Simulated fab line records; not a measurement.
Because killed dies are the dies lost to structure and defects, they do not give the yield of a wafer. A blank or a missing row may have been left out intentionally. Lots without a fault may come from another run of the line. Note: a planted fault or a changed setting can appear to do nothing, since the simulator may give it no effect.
What tool caused it? + flow gf180mcu + Sampling: 6 lots, 18 wafers, 2 of 602 route steps

WHAT THE GAUGES SHOWED, per wafer
GF_VT_IMPLANT_TW_MEAS_43.
| lot  | measured     | on            | VT_IMPLANT_4_TW |
|------|--------------|---------------|-----------------|
| L155 | day 7 19:35  | film_metro-04 | 699 701 698     |
| L158 | day 8 14:35  | film_metro-03 | 691 691 698     |
| L160 | day 9 04:44  | film_metro-04 | 695 698 697     |
| L164 | day 10 09:15 | film_metro-03 | 691 691 695     |
| L169 | day 11 19:29 | film_metro-03 | 721 718 721     |
| L172 | day 12 20:05 | film_metro-04 | 695 691 699     |

WHAT TOOL EACH LOT RAN ON (gives the tool, then ch and the chambers of the sampled wafers, and finally the start)
| lot  | GF_VT_IMPLANT_IMPLANT_41        |
|------|---------------------------------|
| L155 | implanter-01 ch 0, day 7 19:20  |
| L158 | implanter-04 ch 0, day 8 14:20  |
| L160 | implanter-04 ch 0, day 9 04:30  |
| L164 | implanter-04 ch 0, day 10 09:01 |
| L169 | implanter-01 ch 0, day 11 19:14 |
| L172 | implanter-03 ch 0, day 12 19:50 |
- GF_VT_IMPLANT_IMPLANT_41

THE ANSWER, worked out from the rows above alone
Rule: what is usual is taken from the lots themselves. The widest of any qualifying gaps counts: lots, ordered by their means at a reading, are off when they make up no more than a third of the lots, leave a main group of 4 or more, and stand apart from it by 3 or more times the standard deviation of that group's means. If all means in a main group match to the digits the tables above print for the reading, that group is not used. Also off: a lot with no number at a reading for which 4 or more lots have one. Where the step has rows for the other lots, those lots are counted as sound.
Off: L169, seen at GF_VT_IMPLANT_TW_MEAS_43 (VT_IMPLANT_4_TW). Mean 695 and standard deviation 2.5 in the main group.
If a tool, at a process step before that reading, ran all the lots that are off and no sound lot after the first of them, it fits. Gauges at GF_VT_IMPLANT_TW_MEAS_43: tried the same way as those tools. Undecided on this evidence; 2 tools fit (implanter-01 at GF_VT_IMPLANT_IMPLANT_41, film_metro-03 at GF_VT_IMPLANT_TW_MEAS_43).

WHAT THE SIMULATOR PUT IN
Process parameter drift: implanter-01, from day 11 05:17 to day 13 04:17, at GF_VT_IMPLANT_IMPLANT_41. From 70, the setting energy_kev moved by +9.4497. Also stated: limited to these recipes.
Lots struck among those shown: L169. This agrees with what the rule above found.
